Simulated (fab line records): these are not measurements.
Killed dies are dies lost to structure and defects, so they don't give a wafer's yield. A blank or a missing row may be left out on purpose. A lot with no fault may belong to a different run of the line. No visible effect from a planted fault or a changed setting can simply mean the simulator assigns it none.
Which tool is to blame?    flow gf180mcu    Sampling: 15 lots, 43 wafers, 3 of 602 route steps

WHAT EACH GAUGE READ, for each wafer
GF_HV_LDD_OVL_MEAS_32. Usual: HV_LDD_02_OVL typically reads 1.0 nm, with standard deviation 1.1.
lot   measured      on          HV_LDD_02_OVL (nm)  flag
L828  day 11 14:14  overlay-01  1.1 1.5 0.4         
L830  day 12 09:44  overlay-02  1.1 -0.5 -0.3       
L831  day 12 18:38  overlay-01  1.2 -0.1 1.9        
L832  day 13 00:17  overlay-02  0.6 1.3 1.4         
L833  day 13 11:59  overlay-01  0.1 1.8 2.4         
L834  day 14 06:05  overlay-01  1.3 1.4 1.5         
L835  day 14 06:49  overlay-02  -0.2 1.8 -0.3       
L837  day 15 01:13  overlay-02  1.9 2.3 1.7         
L840  day 15 15:16  overlay-02  1.1 0.3 3.0         
L841  day 15 22:01  overlay-02  2.1 3.6             
L843  day 16 18:14  overlay-02  1.9 3.1             
L847  day 17 20:59  overlay-01  1.3 1.6 1.7         
L848  day 18 06:50  overlay-01  1.5 -0.3 -0.5       
L849  day 18 15:46  overlay-01  3.9 2.7 2.7         
L851  day 19 05:08  overlay-01  1.2 1.0 2.2         

GF_PSD_TW_MEAS_11. Usual: PSD_TW typically reads 3156, with standard deviation 38.
lot   measured      on             PSD_TW          flag
L828  day 14 06:05  film_metro-02  3120 3114 3131  
L830  day 15 05:23  film_metro-02  3128 3131 3098  
L831  day 15 14:22  film_metro-03  3177 3188 3178  
L832  day 15 20:29  film_metro-02  3101 3126 3116  
L833  day 16 09:37  film_metro-02  3129 3154 3140  
L834  day 17 05:29  film_metro-02  3154 3133 3142  
L835  day 17 06:55  film_metro-04  3203 3208 3212  
L837  day 17 23:24  film_metro-04  3230 3195 3206  
L840  day 18 15:27  film_metro-02  3146 3154 3159  
L841  day 19 00:33  film_metro-02  3124 3125       
L843  day 19 21:55  film_metro-02  3105 3095       
L847  day 21 02:42  film_metro-02  3131 3136 3133  
L848  day 21 12:51  film_metro-03  3213 3197 3213  
L849  day 21 20:59  film_metro-03  3178 3209 3186  
L851  day 22 09:23  film_metro-03  3202 3193 3184  

EACH LOT AND THE TOOL THAT RAN IT (in order: tool; ch and the chambers of the sampled wafers; start)
lot   GF_PSD_STRIP_10
L828  plasma_asher-04 ch 0,1, day 14 06:00
L830  plasma_asher-03 ch 0,1, day 15 05:18
L831  plasma_asher-04 ch 1, day 15 14:15
L832  plasma_asher-03 ch 0,1, day 15 20:22
L833  plasma_asher-04 ch 0,1, day 16 09:31
L834  plasma_asher-04 ch 0,1, day 17 05:23
L835  plasma_asher-04 ch 0,1, day 17 06:49
L837  plasma_asher-03 ch 0,1, day 17 23:17
L840  plasma_asher-04 ch 0,1, day 18 15:20
L841  plasma_asher-02 ch 1, day 19 00:26
L843  plasma_asher-04 ch 0,1, day 19 21:50
L847  plasma_asher-03 ch 0,1, day 21 02:35
L848  plasma_asher-02 ch 0,1, day 21 12:44
L849  plasma_asher-02 ch 0,1, day 21 20:53
L851  plasma_asher-03 ch 0,1, day 22 09:17
- GF_PSD_STRIP_10: strips in O2/N2.

AS READ BY THE TOOLS THEMSELVES (means over the sampled wafers that have a number; for cases with no such wafer, the mark the record gives instead)
GF_PSD_STRIP_10. Usual: drypump_motor_current_A 5.67 A, standard deviation 0.25; heater_power_w 345 W, standard deviation 36; oes_product_au 0.592 a.u., standard deviation 0.005; strip_time_to_endpoint_s 16.54 s, standard deviation 0.04.
lot   tool             drypump_motor_current_A (A)  heater_power_w (W)  oes_product_au (a.u.)  strip_time_to_endpoint_s (s)  flag
L828  plasma_asher-04  5.62                         319                 0.594                  16.58                         
L830  plasma_asher-03  5.85                         337                 0.595                  16.52                         
L831  plasma_asher-04  5.65                         300                 0.590                  16.54                         
L832  plasma_asher-03  5.84                         341                 0.591                  16.51                         
L833  plasma_asher-04  5.65                         315                 0.593                  16.57                         
L834  plasma_asher-04  5.64                         310                 0.587                  16.47                         
L835  plasma_asher-04  5.63                         308                 0.595                  16.57                         
L837  plasma_asher-03  5.83                         355                 0.590                  16.52                         
L840  plasma_asher-04  5.65                         309                 0.590                  16.59                         
L841  plasma_asher-02  5.79                         400                 0.587                  16.57                         
L843  plasma_asher-04  5.64                         312                 0.586                  16.48                         
L847  plasma_asher-03  5.84                         338                 0.598                  16.59                         
L848  plasma_asher-02  5.26                         384                 0.590                  16.57                         
L849  plasma_asher-02  5.26                         376                 0.590                  16.54                         
L851  plasma_asher-03  5.85                         338                 0.587                  16.49                         

THE ANSWER, worked out from the rows above alone
Rule: lot off if the mean of its wafers having a number is beyond 3 standard deviations from the usual mean. Also off: a lot with no number at a reading for which 4 or more lots have one. Any other lot the step has rows for is counted as sound. After the gauges, taken in route order, come the tools' own readings; for these a lot's mean is taken, as printed above. The first step at which some lot is off is used, and at that step the reading that is off furthest; a lot without a number counts as furthest.
Nothing can be told from this: no lot is off at any reading shown.

WHAT THE SIMULATOR HAD PUT IN
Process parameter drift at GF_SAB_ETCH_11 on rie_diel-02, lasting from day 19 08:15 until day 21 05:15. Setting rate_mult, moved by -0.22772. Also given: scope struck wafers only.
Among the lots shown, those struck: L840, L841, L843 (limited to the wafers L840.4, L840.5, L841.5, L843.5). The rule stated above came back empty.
